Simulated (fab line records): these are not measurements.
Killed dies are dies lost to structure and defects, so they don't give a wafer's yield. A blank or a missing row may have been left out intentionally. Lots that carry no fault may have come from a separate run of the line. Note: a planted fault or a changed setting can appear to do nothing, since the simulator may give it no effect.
Matching of chambers :: flow gf180mcu :: GF_V4_CMP_04 on cmp-02 has 4 sister chambers
The step polishes SiO2. 8 wafers are shown with their chamber, then 10 later ones without.

== WAFERS WITH THEIR CHAMBER ==
wafer: L782.5
chamber: 2
motor current A (A): 13.5
time to endpoint s (s): 87

wafer: L784.2
chamber: 1
motor current A (A): 12.3
time to endpoint s (s): 79

wafer: L784.5
chamber: 3
motor current A (A): 11.9
time to endpoint s (s): 81

wafer: L786.5
chamber: 1
motor current A (A): 13.2
time to endpoint s (s): 80

wafer: L788.5
chamber: 3
motor current A (A): 12.1
time to endpoint s (s): 87

wafer: L788.6
chamber: 0
motor current A (A): 9.9
time to endpoint s (s): 84

wafer: L790.1
chamber: 2
motor current A (A): 12.7
time to endpoint s (s): 79

wafer: L790.4
chamber: 0
motor current A (A): 11.1
time to endpoint s (s): 86

== WAFERS WHOSE CHAMBER IS MISSING ==
wafer: L790.5
motor current A (A): 11.5
time to endpoint s (s): 84

wafer: L797.1
motor current A (A): 12.1
time to endpoint s (s): 83

wafer: L797.4
motor current A (A): 13.3
time to endpoint s (s): 85

wafer: L797.6
motor current A (A): 10.0
time to endpoint s (s): 85

wafer: L799.2
motor current A (A): 12.9
time to endpoint s (s): 82

wafer: L799.3
motor current A (A): 11.2
time to endpoint s (s): 72

wafer: L799.6
motor current A (A): 13.2
time to endpoint s (s): 81

wafer: L801.2
motor current A (A): 12.1
time to endpoint s (s): 93

wafer: L801.3
motor current A (A): 12.2
time to endpoint s (s): 88

wafer: L801.6
motor current A (A): 12.8
time to endpoint s (s): 92

== EACH ONE'S CHAMBER ==
wafer: L790.5
from the rows above: can't be placed: 3 or 0 or 1 or 2
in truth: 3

wafer: L797.1
from the rows above: can't be placed: 3 or 1 or 2
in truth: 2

wafer: L797.4
from the rows above: can't be placed: 2 or 1 or 3
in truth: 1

wafer: L797.6
from the rows above: 0
in truth: 0

wafer: L799.2
from the rows above: can't be placed: 2 or 1 or 3
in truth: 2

wafer: L799.3
from the rows above: can't be placed: 1 or 3 or 0 or 2
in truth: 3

wafer: L799.6
from the rows above: can't be placed: 2 or 1 or 3
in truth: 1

wafer: L801.2
from the rows above: can't be placed: 3 or 2 or 0 or 1
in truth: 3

wafer: L801.3
from the rows above: can't be placed: 3 or 2 or 1 or 0
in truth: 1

wafer: L801.6
from the rows above: can't be placed: 2 or 3 or 1 or 0
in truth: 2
Placed correctly: 1 of 10. Not placeable from these rows: 9 (in 9, the candidates include the true chamber). Placed wrongly: 0.
How it was worked out, from the rows above alone: a wafer's distance from a chamber is the root of the sum, over the readings, of the square of ((its reading less the chamber's mean) divided by the reading's scatter). If the next closest chamber is less than 2 further off than the closest, the wafer can't be placed; otherwise it belongs to the closest. A chamber's mean is the mean of its shown wafers. How the scatter is found: for the shown wafers, subtract from each reading the mean of its chamber, square and add these, divide the total by (wafers less chambers), then take the root.
